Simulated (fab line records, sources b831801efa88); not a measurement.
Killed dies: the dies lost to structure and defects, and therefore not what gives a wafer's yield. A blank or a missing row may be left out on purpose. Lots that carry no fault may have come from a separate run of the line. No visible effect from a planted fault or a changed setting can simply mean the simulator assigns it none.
Matching of chambers | flow gf180mcu | 3 sister chambers for GF_V4_CVD_00 on hdpcvd-02
The step deposits SiO2, target thk 600 nm, time 100 s. 6 wafers are shown with their chamber, then 7 later ones without.

## WAFERS PAIRED WITH THEIR CHAMBERS
wafer  | chamber | sih4FlowSccm (sccm)
L520.2 | 1       | 60.30
L521.5 | 0       | 60.34
L522.5 | 0       | 60.09
L526.2 | 2       | 60.52
L526.3 | 1       | 60.06
L526.5 | 2       | 60.42

## WAFERS WHOSE CHAMBER IS MISSING
wafer  | sih4FlowSccm (sccm)
L530.1 | 59.95
L530.3 | 60.19
L530.6 | 59.97
L531.5 | 59.98
L531.6 | 60.14
L532.3 | 60.38
L532.5 | 59.87

## CHAMBER TAKEN BY EACH
wafer  | from the rows above          | in truth
L530.1 | can't be placed: 1 or 0 or 2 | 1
L530.3 | can't be placed: 1 or 0 or 2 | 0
L530.6 | can't be placed: 1 or 0 or 2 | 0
L531.5 | can't be placed: 1 or 0 or 2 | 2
L531.6 | can't be placed: 1 or 0 or 2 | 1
L532.3 | can't be placed: 2 or 0 or 1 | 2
L532.5 | can't be placed: 1 or 0 or 2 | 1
Correct placement for 0 of the 7. Cannot be placed on the basis of these rows: 7; the candidates contain the true chamber in 7. Wrongly placed: 0.
How it was worked out, from the rows above alone: a wafer's distance from a chamber is the root of the sum, over the readings, of the square of ((its reading less the chamber's mean) divided by the reading's scatter). If the next closest chamber is less than 2 further off than the closest, the wafer can't be placed; otherwise it belongs to the closest. The mean given for a chamber averages the wafers shown for that chamber. How the scatter is found: for the shown wafers, subtract from each reading the mean of its chamber, square and add these, divide the total by (wafers less chambers), then take the root.
